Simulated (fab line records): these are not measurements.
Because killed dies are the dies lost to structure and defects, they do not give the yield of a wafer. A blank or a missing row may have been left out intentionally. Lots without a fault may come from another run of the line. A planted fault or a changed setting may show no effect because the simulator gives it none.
Tool commonality check -- flow gf180mcu -- Sampled: 13 lots, 39 wafers

== REASON IT WAS OPENED ==
GF_POLY_GATE_THK_MEAS_01, reading POLY_GATE_CVD_00_THK: flagged on 2 of 13 lots. No-fault wafers: 199.8 nm, standard deviation 2.3.
Rule: a lot gets a flag if all its wafers with a number sit over 4 standard deviations from that mean, or if no wafer of it has a number. As for the other lots, they are considered sound.

lot,measured,on,"POLY_GATE_CVD_00_THK (nm), wafer by wafer",flag
L368,day 8 17:20,film-metro-02,198.4 198.1 198.2,
L369,day 8 18:45,film-metro-02,201.4 200.5 201.1,
L370,day 9 08:03,film-metro-02,196.3 197.3 198.7,
L371,day 9 14:07,film-metro-04,200.4 200.2 200.3,
L374,day 10 10:55,film-metro-03,197.6 198.5 198.3,
L373,day 10 10:56,film-metro-04,199.6 197.1 199.3,
L376,day 11 05:25,film-metro-02,251.1 252.7 251.7,FLAGGED
L377,day 11 06:44,film-metro-04,255.9 258.2 255.8,FLAGGED
L380,day 12 10:41,film-metro-04,203.3 201.2 203.7,
L382,day 13 06:03,film-metro-03,202.5 201.3 200.5,
L383,day 13 09:40,film-metro-04,197.8 197.7 199.2,
L388,day 14 21:47,film-metro-04,199.9 197.5 199.6,
L390,day 15 08:43,film-metro-02,201.1 200.9 199.0,
Average over the flagged lots: 254.2 nm; offset from the usual +54.4 nm, equal to +24 standard deviations.

== TOOL THAT RAN EACH LOT ==
The record keeps 1 process step preceding the reading, out of 602 steps on the route. Each cell gives the tool, then ch followed by the chambers the sampled wafers passed through, then the start.
lot,flag,GF_POLY_GATE_CVD_00
L368,,"lpcvd-02 ch 1, day 8 16:00"
L369,,"lpcvd-01 ch 1, day 8 17:25"
L370,,"lpcvd-02 ch 1, day 9 06:43"
L371,,"lpcvd-02 ch 1, day 9 12:46"
L374,,"lpcvd-02 ch 1, day 10 09:31"
L373,,"lpcvd-02 ch 0, day 10 09:31"
L376,FLAGGED,"lpcvd-02 ch 0, day 11 04:04"
L377,FLAGGED,"lpcvd-02 ch 1, day 11 05:24"
L380,,"lpcvd-01 ch 0, day 12 09:21"
L382,,"lpcvd-01 ch 0, day 13 04:43"
L383,,"lpcvd-01 ch 0, day 13 08:19"
L388,,"lpcvd-01 ch 0, day 14 20:27"
L390,,"lpcvd-01 ch 0, day 15 07:23"
What is done by these steps:
- GF_POLY_GATE_CVD_00: deposits poly-Si, target thk 200 nm, time 1200 s.
- GF_POLY_GATE_THK_MEAS_01

== FLAGGED OVER TOTAL, TOOL BY TOOL (the gauges that took the reading come last) ==
step,tool,lots run,flagged,share of the flagged lots,sound lots run after its first flagged lot
GF_POLY_GATE_CVD_00,lpcvd-01,6,0,none,-
GF_POLY_GATE_CVD_00,lpcvd-02,7,2,all,0
GF_POLY_GATE_THK_MEAS_01,film-metro-02,5,1,some,1 (L390)
GF_POLY_GATE_THK_MEAS_01,film-metro-03,2,0,none,-
GF_POLY_GATE_THK_MEAS_01,film-metro-04,6,1,some,"3 (L380,L383,L388)"

== THE TABLE: WHAT IT ALLOWS ==
In the table, 1 row covers all flagged lots: lpcvd-02 at GF_POLY_GATE_CVD_00.
- lpcvd-02 at GF_POLY_GATE_CVD_00: 2 of its 7 lots flagged. It ran its last sound lot, L373, at day 10 09:31 and its first flagged lot, L376, at day 11 04:04: a fault with its onset between the two fits. Its own readings (spike-tc-centre-C, spike-tc-lower-C, spike-tc-upper-C, susceptor-temp-C) fall more than 4 standard deviations out on all wafers of the flagged lots.
Left over: one tool, lpcvd-02 at GF_POLY_GATE_CVD_00.

== WHAT WAS PUT IN BY THE SIMULATOR ==
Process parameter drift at GF_POLY_GATE_CVD_00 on lpcvd-02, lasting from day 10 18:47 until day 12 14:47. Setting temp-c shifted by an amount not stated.
Shown lots that were struck: L376, L377. The rule above found the same.
